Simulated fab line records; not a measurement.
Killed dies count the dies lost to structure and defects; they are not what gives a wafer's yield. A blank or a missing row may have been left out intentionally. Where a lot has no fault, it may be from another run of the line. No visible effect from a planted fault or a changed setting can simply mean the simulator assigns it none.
What tool caused it? ; flow sky130 ; 12 lots (36 wafers sampled), 1 step of a 708-step route

== WHAT EACH GAUGE READ, for each wafer ==
SKY_FIELD_ISO_THK_MEAS_04.
lot;measured;on;FIELD_ISO_CVD_03_THK (nm)
L075;day 1 21:25;film_metro-02;163.7 162.6 162.8
L077;day 2 06:04;film_metro-01;166.3 166.9 166.4
L079;day 2 15:13;film_metro-01;166.3 164.7 166.4
L081;day 3 00:49;film_metro-01;164.3 164.9 164.5
L083;day 3 13:40;film_metro-01;163.8 163.5 162.7
L085;day 4 00:25;film_metro-01;164.8 162.9 163.7
L087;day 4 11:22;film_metro-01;167.8 166.4 166.1
L089;day 4 17:20;film_metro-04;164.2 164.6 163.7
L091;day 5 02:50;film_metro-02;166.4 164.9 165.4
L093;day 5 12:45;film_metro-02;165.3 166.0 164.8
L095;day 5 23:06;film_metro-01;163.8 164.7 163.2
L097;day 6 09:20;film_metro-04;162.1 164.0 164.6

== TOOL THAT RAN EACH LOT (tool first, then ch and the chambers of the sampled wafers, then the start) ==
The record holds no process step before these readings.

== THE ANSWER, worked out from the rows above alone ==
Rule: the usual values come from the lots themselves. The widest of any qualifying gaps counts: lots, ordered by their means at a reading, are off when they make up no more than a third of the lots, leave a main group of 4 or more, and stand apart from it by 3 or more times the standard deviation of that group's means. A main group is skipped when, at the precision printed for the reading in the tables above, its means are all equal. Also off: a lot with no number at a reading for which 4 or more lots have one. The other lots that the step has rows for count as sound.
None of the lots is off at any reading shown; this tells nothing.

== WHAT THE SIMULATOR HAD PUT IN ==
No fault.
